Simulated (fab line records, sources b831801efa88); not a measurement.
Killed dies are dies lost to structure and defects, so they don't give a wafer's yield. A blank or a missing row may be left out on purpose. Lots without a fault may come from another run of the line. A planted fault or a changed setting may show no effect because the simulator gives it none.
One fault seen from 2 desks | flow gf180mcu | each desk has only its own numbers; what lay behind them comes last

THE METROLOGY DESK
What the gauges read, lot by lot, whatever tool the lot ran on: means of the sampled wafers that have a number. A lot is out of limits, marked OUT, if its mean lies more than 4 standard deviations from the usual mean; the brackets give that distance.
Columns: A = CONTACT_W_RS at GF_CONTACT_RS_MEAS_25, usual 0.382 ohm/sq; B = CONTACT_W_THK at GF_CONTACT_THK_MEAS_26, usual 302 nm
lot  | first seen here | A     | B
L276 | day 17 10:41    | 0.383 | 303
L282 | day 19 23:48    | 0.380 | 306
L283 | day 20 03:16    | 0.381 | 300
L285 | day 20 18:40    | 0.374 | 311
L290 | day 22 15:59    | 0.385 | 300
L295 | day 24 19:12    | 0.383 | 306
This desk's finding: nothing out of limits on any of the 6 lots.

THE TOOL OWNER'S DESK: pvd_sputter-02
The tool's own readings at GF_M1_SPUTTER_00 (material Ti, target thk 37.5 nm, time 150 s): means of the sampled wafers that have a number, for each lot that ran on this tool. A lot is out of limits, marked OUT, if its mean lies more than 4 standard deviations from the usual mean; the brackets give that distance.
Columns: A = chamber_pressure_pa at GF_M1_SPUTTER_00, usual 2.000 Pa; B = throttle_valve_pct at GF_M1_SPUTTER_00, usual 30.5 %
lot  | first seen here | A     | B
L282 | day 20 00:16    | 1.999 | 30.2
L283 | day 20 03:45    | 2.001 | 30.5
L285 | day 20 19:09    | 2.003 | 30.5
This desk's finding: nothing out of limits on any of the 3 lots.

PUT TOGETHER
The metrology desk saw nothing out of limits.
The tool owner's desk saw nothing out of limits.

WHAT THE SIMULATOR HAD PUT IN
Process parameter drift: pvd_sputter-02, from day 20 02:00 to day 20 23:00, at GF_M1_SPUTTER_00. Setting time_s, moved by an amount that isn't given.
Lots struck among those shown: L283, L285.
